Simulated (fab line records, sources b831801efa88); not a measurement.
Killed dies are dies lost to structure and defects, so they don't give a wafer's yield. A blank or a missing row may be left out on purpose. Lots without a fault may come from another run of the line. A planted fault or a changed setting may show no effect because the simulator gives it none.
Chamber matching | flow sky130 | SKY_VIA1_ETCH_15 on rie_diel-03: 4 sister chambers
The step etches SiO2 in C4F8/O2/Ar, stops on TiN, target depth 351 nm, time 54 s. 7 wafers are shown with their chamber, then 8 later ones without.

WAFERS WITH THEIR CHAMBER
wafer  | chamber | rf_fwd_power_W (W) | oes_product_au (a.u.)
L217.2 | 3       | 1487               | 0.984
L226.2 | 0       | 1496               | 0.995
L226.3 | 2       | 1496               | 0.982
L228.1 | 2       | 1479               | 0.979
L228.5 | 0       | 1493               | 0.985
L228.6 | 1       | 1495               | 0.986
L229.2 | 1       | 1494               | 0.979

WAFERS WITHOUT THEIR CHAMBER
wafer  | rf_fwd_power_W (W) | oes_product_au (a.u.)
L229.4 | 1484               | 0.984
L229.5 | 1492               | 0.992
L230.1 | 1481               | 0.987
L230.2 | 1477               | 0.981
L230.6 | 1480               | 0.971
L233.1 | 1486               | 0.978
L233.2 | 1486               | 0.990
L233.4 | 1490               | 0.985

WHICH CHAMBER EACH WENT THROUGH
wafer  | from the rows above               | in truth
L229.4 | can't be placed: 3 or 2 or 1 or 0 | 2
L229.5 | can't be placed: 0 or 3 or 1 or 2 | 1
L230.1 | can't be placed: 3 or 2 or 0 or 1 | 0
L230.2 | can't be placed: 2 or 3 or 1 or 0 | 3
L230.6 | can't be placed: 2 or 3 or 1      | 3
L233.1 | can't be placed: 2 or 3 or 1      | 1
L233.2 | can't be placed: 3 or 0 or 2 or 1 | 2
L233.4 | can't be placed: 3 or 1 or 2 or 0 | 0
Placed correctly: 0 of 8. Can't be placed from these rows: 8 (the true chamber is among the candidates in 8). Placed wrongly: 0.
How it was worked out, from the rows above alone: a wafer's distance from a chamber is the root of the sum, over the readings, of the square of ((its reading less the chamber's mean) divided by the reading's scatter). The wafer belongs to the nearest chamber; if the next one is less than 2 further off, it can't be placed. A chamber's mean is the mean of its shown wafers. The scatter: the root of (the sum of the squares of (reading less its chamber's mean) over the shown wafers, divided by (wafers less chambers)).
